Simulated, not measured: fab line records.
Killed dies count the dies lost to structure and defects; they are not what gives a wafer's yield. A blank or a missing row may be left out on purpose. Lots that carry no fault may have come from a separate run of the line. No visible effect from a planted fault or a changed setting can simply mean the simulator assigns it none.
What tool caused it? -- flow gf180mcu -- 14 lots, 42 wafers sampled, at 4 steps of a route of 602

WHAT THE GAUGES SHOWED, per wafer
GF_STI_THK_MEAS_02. Usual: STI_OXIDATION_THK gives 9.98 nm (standard deviation 0.18).
lot,measured,on,STI_OXIDATION_THK (nm),flag
L158,day 1 16:31,film_metro-03,10.09 9.82 9.93,
L160,day 2 02:32,film_metro-01,10.17 10.19 10.16,
L161,day 2 07:52,film_metro-03,10.32 10.33 10.36,
L162,day 2 12:53,film_metro-03,10.36 10.26 10.24,
L163,day 2 17:32,film_metro-03,10.23 10.13 10.28,
L164,day 2 22:58,film_metro-04,9.93 10.10 9.83,
L166,day 3 08:31,film_metro-03,9.82 10.09 9.72,
L171,day 4 09:51,film_metro-04,10.06 10.03 10.01,
L172,day 4 14:31,film_metro-04,9.91 9.87 10.08,
L174,day 5 00:31,film_metro-03,9.81 9.78 10.08,
L175,day 5 05:31,film_metro-03,10.04 9.91 9.68,
L177,day 5 15:31,film_metro-01,9.72 9.93 10.01,
L178,day 5 20:31,film_metro-03,10.08 10.00 9.99,
L180,day 6 06:31,film_metro-03,9.90 9.75 9.96,

GF_MVPSD_OVL_MEAS_07. Usual: MVPSD_OVL gives 0.4 nm (standard deviation 1.4).
lot,measured,on,MVPSD_OVL (nm),flag
L158,day 5 10:20,overlay-01,1.1 1.9 0.0,
L160,day 5 22:03,overlay-01,0.9 -2.0 1.0,
L161,day 6 03:17,overlay-02,2.2 0.5 2.2,
L162,day 6 11:05,overlay-02,-0.5 -1.2 -0.5,
L163,day 6 16:05,overlay-01,-1.4 -0.8 -1.7,
L164,day 6 22:23,overlay-02,-2.1 -0.4 -0.4,
L166,day 7 10:02,overlay-01,0.6 -0.6 0.1,
L171,day 8 17:26,overlay-01,-0.3 2.6 2.4,
L172,day 8 22:35,overlay-02,-1.5 -1.1 -0.2,
L174,day 9 09:28,overlay-01,0.8 1.6 1.4,
L175,day 9 15:49,overlay-02,2.5 2.2 4.1,
L177,day 10 03:58,overlay-01,2.1 -0.2 1.6,
L178,day 10 11:14,overlay-01,0.2 0.9 -0.8,
L180,day 10 22:29,overlay-02,-0.8 -1.2 -1.4,

WHICH TOOL RAN EACH LOT (tool, then ch and the chambers of the sampled wafers, then the start)
lot,GF_NWELL_STRIP_10,GF_LVPWELL_SOFTBAKE_03
L158,"plasma_asher-01 ch 0,1, day 3 14:46","litho_track-01 ch 0, day 3 21:35"
L160,"plasma_asher-01 ch 0,1, day 4 01:14","litho_track-03 ch 0, day 4 08:12"
L161,"plasma_asher-01 ch 0,1, day 4 06:29","litho_track-02 ch 0, day 4 13:35"
L162,"plasma_asher-04 ch 0,1, day 4 13:34","litho_track-03 ch 0, day 4 20:16"
L163,"plasma_asher-01 ch 0,1, day 4 17:40","litho_track-01 ch 0, day 5 01:05"
L164,"plasma_asher-03 ch 0,1, day 4 22:22","litho_track-01 ch 0, day 5 05:53"
L166,"plasma_asher-03 ch 0,1, day 5 10:58","litho_track-02 ch 0, day 5 18:43"
L171,"plasma_asher-03 ch 0,1, day 6 14:49","litho_track-02 ch 0, day 6 22:49"
L172,"plasma_asher-04 ch 0,1, day 6 19:43","litho_track-02 ch 0, day 7 03:40"
L174,"plasma_asher-01 ch 0,1, day 7 06:52","litho_track-02 ch 0, day 7 14:46"
L175,"plasma_asher-03 ch 0,1, day 7 11:52","litho_track-01 ch 0, day 7 20:11"
L177,"plasma_asher-04 ch 0,1, day 7 22:55","litho_track-01 ch 0, day 8 07:02"
L178,"plasma_asher-01 ch 0,1, day 8 05:37","litho_track-01 ch 0, day 8 13:49"
L180,"plasma_asher-03 ch 1, day 8 15:19","litho_track-03 ch 0, day 8 23:58"
- GF_NWELL_STRIP_10: strips in O2/N2.
- GF_LVPWELL_SOFTBAKE_03

AS READ BY THE TOOLS THEMSELVES (means over the sampled wafers that have a number; for cases with no such wafer, the mark the record gives instead)
GF_NWELL_STRIP_10. Usual: chamber_pressure_mTorr 1500.2 mTorr, standard deviation 1.3; drypump_motor_current_A 5.52 A, standard deviation 0.15; heater_power_w 326 W, standard deviation 33; oes_product_au 0.722 a.u., standard deviation 0.0045; strip_time_to_endpoint_s 36.98 s, standard deviation 0.1.
lot,tool,chamber_pressure_mTorr (mTorr),drypump_motor_current_A (A),heater_power_w (W),oes_product_au (a.u.),strip_time_to_endpoint_s (s),flag
L158,plasma_asher-01,1500.1,5.36,349,0.723,37.16,
L160,plasma_asher-01,1499.4,5.36,349,0.721,36.99,
L161,plasma_asher-01,1499.4,5.35,349,0.721,37.09,
L162,plasma_asher-04,1501.3,5.52,322,0.721,37.09,
L163,plasma_asher-01,1501.0,5.36,348,0.723,36.95,
L164,plasma_asher-03,1500.5,5.60,295,0.723,36.90,
L166,plasma_asher-03,1501.8,5.56,295,0.722,37.01,
L171,plasma_asher-03,1498.4,5.66,311,0.724,36.93,
L172,plasma_asher-04,1501.2,5.54,323,0.722,36.93,
L174,plasma_asher-01,1499.9,5.36,348,0.724,36.93,
L175,plasma_asher-03,1499.6,5.61,295,0.722,37.01,
L177,plasma_asher-04,1500.6,5.52,322,0.717,36.97,
L178,plasma_asher-01,1499.7,5.35,348,0.724,36.81,
L180,plasma_asher-03,1498.9,5.49,276,0.723,36.91,

GF_LVPWELL_SOFTBAKE_03. Usual: chill_plate_temp_C 23.00 C, standard deviation 0.1; heater_power_total_W 65.32 W, standard deviation 0.14; plate_temp_C 109.99 C, standard deviation 0.13.
lot,tool,chill_plate_temp_C (C),heater_power_total_W (W),plate_temp_C (C),flag
L158,litho_track-01,22.91,65.28,109.92,
L160,litho_track-03,22.95,65.24,109.96,
L161,litho_track-02,23.09,65.39,109.96,
L162,litho_track-03,23.05,65.45,109.84,
L163,litho_track-01,22.89,65.24,110.02,
L164,litho_track-01,23.02,65.23,110.01,
L166,litho_track-02,23.03,65.31,109.93,
L171,litho_track-02,22.97,66.54,111.42,OFF
L172,litho_track-02,22.90,66.52,111.38,OFF
L174,litho_track-02,23.08,66.41,111.42,OFF
L175,litho_track-01,23.08,65.48,109.85,
L177,litho_track-01,23.01,65.27,109.90,
L178,litho_track-01,22.91,65.49,109.94,
L180,litho_track-03,22.92,65.21,110.13,

THE ANSWER, worked out from the rows above alone
Rule: lot off if the mean of its wafers having a number is beyond 3 standard deviations from the usual mean. Also off: a lot with no number at a reading for which 4 or more lots have one. Where the step has rows for the other lots, those lots are counted as sound. Order of review: gauges by route order, followed by the tools' own readings, for which a lot's mean as printed above is used. At the first step where some lot is off, the reading lying furthest off is the one used; lots without a number count as furthest.
Off at GF_LVPWELL_SOFTBAKE_03 (plate_temp_C): L171, L172, L174.
A tool fits if, at that step or a process step before it, it ran every lot that is off, and no sound lot after the first of them. One fits: GF_LVPWELL_SOFTBAKE_03 on litho_track-02. A fault onset in the window from L166 (day 5 18:43, its last sound lot) to L171 (day 6 22:49, its first lot off) fits.
The tool's own readings at GF_LVPWELL_SOFTBAKE_03 bear it out: on the lots that are off they differ by more than 5 times the standard deviation of the sound lots' means. heater_power_total_W reads 66.49 W there against 65.33 W on the sound lots; plate_temp_C reads 111.41 C there against 109.95 C on the sound lots.

WHAT WAS PUT IN BY THE SIMULATOR
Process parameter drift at GF_LVPWELL_SOFTBAKE_03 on litho_track-02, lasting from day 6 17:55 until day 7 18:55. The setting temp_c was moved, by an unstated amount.
Struck lots among those shown: L171, L172, L174. The rule above found the same.
